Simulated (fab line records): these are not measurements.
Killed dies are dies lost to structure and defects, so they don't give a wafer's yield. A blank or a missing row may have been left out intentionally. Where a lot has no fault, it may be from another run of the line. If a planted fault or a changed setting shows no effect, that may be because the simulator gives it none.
Struck lot and sound lot, side by side / flow sky130 / 38 steps out of a route of 708
Sound: the wafers L371.2, L371.4, L371.5. The struck wafers were L361.1, L361.4, L361.6. The cause comes at the end.
Per side, at each step with rows, come the tool, then ch with its chambers, and then its first start. Under that, the readings that differ: sound wafers / struck wafers / difference of the means / sigmas: that difference in standard deviations of wafers without a fault.
alike: words and numbers the same on both sides, and readings whose means are apart by under 2 such deviations; not compared: readings that were withheld, readings missing a value for some wafer, numbers with overlapping values and no deviation given by the record, and bounds like >300 which may hide the same value.
Wherever a step has rows on one side only, a row that says differs or no value, or a row with sigmas, the two part there. Non-overlapping numbers with no deviation appear without sigmas and do not part them. A reading that every wafer of one side lacks parts them only if that side has two wafers or more.

first, 9 steps without rows for these wafers: SKY_VIA3_SPUTTER_20 (material TiN, target thk 20 nm, time 80 s); SKY_VIA3_CVD_21 (deposits W, target thk 390 nm, time 117.31 s); SKY_VIA3_CMP_24 (polishes, stops on SiO2, t overpolish 20 s, target thk 0 nm); SKY_METAL4_SPUTTER_00 (material Ti, target thk 15 nm, time 10 s); SKY_METAL4_SPUTTER_01 (material TiN, target thk 20 nm, time 16.7 s); SKY_METAL4_SPUTTER_02 (material AlCu, target thk 735 nm, time 39.1 s); SKY_METAL4_SPUTTER_03 (material Ti, target thk 5 nm, time 3.3 s); SKY_METAL4_SPUTTER_04 (material TiN, target thk 70 nm, time 58.3 s); SKY_CAP2M_CVD_00 (deposits SiO2, target thk 15.5 nm).
SKY_CAP2M_SPUTTER_02: material TiN, target thk 200 nm, time 166.7 s.
  sound on pvd_sputter-04, day 46 03:14; struck on pvd_sputter-02, day 43 18:43
reading=cathode_dc_power_W (W); sound=6501.3 6500.7 6502.6; struck=5914.5 5911.3 5913.0; difference=-588.6; sigmas=-99 or more
reading=model.TiN_of_CAP2M_SPUTTER_02.thk_nm (nm); sound=202.1 202 199.6; struck=177.7 180.5 178.3; difference=-22.4; sigmas=
  alike: throttle_valve_pct
SKY_CAP2M_RS_MEAS_03: measures by four-point-probe.
  sound on film_metro-04, day 46 03:22; struck on film_metro-01, day 43 18:49
reading=CAP2M_TIN_RS (ohm/sq); sound=6.84 6.84 6.93; struck=7.81 7.69 7.78; difference=+0.89; sigmas=+11
SKY_CAP2M_THK_MEAS_04: measures by xrf.
  sound on film_metro-04, day 46 03:29; struck on film_metro-01, day 43 18:56
reading=CAP2M_TIN_THK (nm); sound=200.7 200.3 198.5; struck=176.2 179.6 177.6; difference=-22.0; sigmas=-10
then, 7 steps without rows for these wafers: SKY_CAP2M_DEHYDRATE_05 (time 60 s); SKY_CAP2M_HMDS_06 (prime time 60 s); SKY_CAP2M_COAT_07 (resist thk 1140 nm); SKY_CAP2M_SOFTBAKE_08 (time 60 s); SKY_CAP2M_EXPOSE_09 (exposes mask CAP2M, target cd 1000 nm); SKY_CAP2M_PEB_10; SKY_CAP2M_DEVELOP_11 (develop time 60 s).
SKY_CAP2M_METAL_ETCH_13: etches TiN in Cl2/BCl3, stops on SiO2, target depth 220 nm, time 62.9 s.
  sound on rie_metal-04 ch 0,1, day 46 22:32; struck on rie_metal-02 ch 1, day 44 16:44
reading=oes_product_au (a.u.); sound=0.950 0.939 0.942; struck=0.878 0.891 0.876; difference=-0.062; sigmas=-8
reading=throttle_valve_pct (%); sound=21.908 21.910 21.906; struck=21.935 21.937 21.928; difference=+0.025; sigmas=+3
  alike: drypump_motor_current_A, mfc_cl2_sccm
  not compared: rf_hours_counter_h
then, 16 steps without rows for these wafers: SKY_CAP2M_STRIP_14 (strips in O2/N2); SKY_CAP2M_STRIP_15 (strips in post etch residue remover, time 1200 s); SKY_CAP2M_CLEAN_16 (cleans in IPA, time 180 s); SKY_CAP2M_CLEAN_17 (cleans in O3/DIW); SKY_METAL4_DEHYDRATE_05 (time 60 s); SKY_METAL4_HMDS_06 (prime time 60 s); SKY_METAL4_COAT_07 (resist thk 60 nm); SKY_METAL4_COAT_08 (resist thk 1140 nm); SKY_METAL4_SOFTBAKE_09 (time 90 s); SKY_METAL4_EXPOSE_10 (exposes mask MM4, target cd 300 nm); SKY_METAL4_PEB_11; SKY_METAL4_DEVELOP_12 (develop time 60 s); SKY_METAL4_DESCUM_15 (chemistry O2, time 8 s); SKY_METAL4_ETCH_16 (etches BARC in N2/H2, stops on SiO2, time 88.2 s, target depth 60 nm); SKY_METAL4_ETCH_17 (etches SiO2 in C4F8/O2/Ar, stops on TiN, time 3.9 s, target depth 15 nm); SKY_METAL4_METAL_ETCH_18 (etches the open film in Cl2/BCl3, stops on SiO2, target depth 845 nm, time 183.1 s).
SKY_METAL4_STRIP_20: strips in post etch residue remover, time 1200 s.
  sound on wet_bench-01 ch 0, day 47 20:52; struck on wet_bench-04 ch 1, day 45 14:31
reading=model.TiN_of_CAP2M_SPUTTER_02.thk_nm (nm); sound=201.2 201.1 198.8; struck=176.9 179.7 177.5; difference=-22.3; sigmas=
-- the record jumps here: 4 days lie between the struck wafers' starts before and after (it left off in module METAL4 and takes up again in module PAD_OPEN, whose first step shown is number 708 of the route) --
SKY_PAD_OPEN_PROBE_99:
  sound on prober-02, day 51 02:04; struck on prober-02, day 49 03:53
reading=model.etest.cap_mim2.plate_ohm_sq; sound=5.967 6.053 6; struck=6.797 6.645 6.777; difference=+0.733; sigmas=
reading=model.etest.cap_mim2.leak_log10_a_cm2; sound=-9.168 -8.995 -8.949; struck=-8.784 -8.886 -8.782; difference=+0.220; sigmas=
  alike: defect_limited_yield, killed_at_M0_to_M3, killed_at_M4_up, killed_at_contacts, killed_at_front_end, killed_at_other, killed_dies, killed_open, killed_short, sort_bin_3_pad_short, sort_bin_5_function, sort_bin_6_memory, sort_n_pass, sort_yield_pct

## WHERE THEY PART
At SKY_CAP2M_SPUTTER_02 first; at SKY_CAP2M_METAL_ETCH_13 last (within this record only). Later steps at which nothing parts them and some readings are alike: SKY_PAD_OPEN_PROBE_99.

WHY: what the simulator had put in
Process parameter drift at SKY_CAP2M_SPUTTER_02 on pvd_sputter-02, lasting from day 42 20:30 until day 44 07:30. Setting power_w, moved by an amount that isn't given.
